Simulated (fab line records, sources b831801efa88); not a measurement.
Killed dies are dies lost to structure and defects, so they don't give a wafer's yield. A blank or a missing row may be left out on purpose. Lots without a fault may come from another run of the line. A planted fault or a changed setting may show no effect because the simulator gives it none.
One fault seen from 2 desks | flow sky130 | each desk has only its own numbers; what lay behind them comes last

THE METROLOGY DESK
What the gauges read, lot by lot, whatever tool the lot ran on: means of the sampled wafers that have a number. A lot is out of limits, marked OUT, if its mean lies more than 4 standard deviations from the usual mean; the brackets give that distance.
Columns: A = LOCAL_INTERCONNECT_OVL at SKY_LOCAL_INTERCONNECT_OVL_MEAS_12, usual -2 nm; B = CONTACT_HDPCVD_THK at SKY_CONTACT_THK_MEAS_03, usual 566 nm
lot  | first seen here | A  | B
L731 | day 31 03:56    | 2  | 563
L732 | day 31 08:45    | -2 | 566
L735 | day 32 04:31    | -6 | 567
L737 | day 33 06:12    | -2 | 565
L739 | day 33 23:01    | -8 | 563
L740 | day 34 07:47    | -2 | 574
L741 | day 34 09:42    | -3 | 496 (-16) OUT
L743 | day 35 00:32    | 0  | 497 (-16) OUT
L750 | day 36 22:40    | -6 | 562
L751 | day 37 08:09    | 3  | 566
L752 | day 37 14:06    | 0  | 565
This desk's finding: out of limits on L741, L743; first on L741, day 34 10:36 (CONTACT_HDPCVD_THK at SKY_CONTACT_THK_MEAS_03). In limits: L731, L732, L735, L737, L739, L740, L750, L751, L752.

THE TOOL OWNER'S DESK: hdpcvd-01
The tool's own readings at SKY_CONTACT_HDPCVD_02 (deposits SiO2, target thk 565 nm, time 94.2 s): means of the sampled wafers that have a number, for each lot that ran on this tool. A lot is out of limits, marked OUT, if its mean lies more than 4 standard deviations from the usual mean; the brackets give that distance.
Columns: A = run_length_s at SKY_CONTACT_HDPCVD_02, usual 121.9 s; B = sih4_flow_sccm at SKY_CONTACT_HDPCVD_02, usual 60.00 sccm; C = susceptor_temp_C at SKY_CONTACT_HDPCVD_02, usual 600.0 C
lot  | first seen here | A               | B     | C
L731 | day 31 04:47    | 122.0           | 59.93 | 600.1
L732 | day 31 09:35    | 122.0           | 59.96 | 600.1
L735 | day 32 05:23    | 121.6           | 59.93 | 599.7
L737 | day 33 07:02    | 122.0           | 59.97 | 600.1
L740 | day 34 08:40    | 121.9           | 59.81 | 600.0
L741 | day 34 10:32    | 110.5 (-25) OUT | 59.88 | -
L743 | day 35 01:23    | 110.5 (-25) OUT | 60.27 | -
L751 | day 37 08:59    | 122.1           | 59.96 | 599.9
This desk's finding: out of limits on L741, L743; first on L741, day 34 10:32 (run_length_s at SKY_CONTACT_HDPCVD_02). In limits: L731, L732, L735, L737, L740, L751.

PUT TOGETHER
The tool owner's desk could have raised an alarm at day 34 10:32, on L741, L743.
The metrology desk could have raised an alarm at day 34 10:36, on L741, L743.
Of the lots named, all ran SKY_CONTACT_HDPCVD_02 on hdpcvd-01.

WHAT THE SIMULATOR HAD PUT IN
Process parameter drift: hdpcvd-01, from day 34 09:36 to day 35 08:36, at SKY_CONTACT_HDPCVD_02. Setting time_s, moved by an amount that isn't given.
Lots struck among those shown: L741, L743.
Hours from the fault's start to each desk's first reading out of limits: the tool owner's desk, 1; the metrology desk, 1.
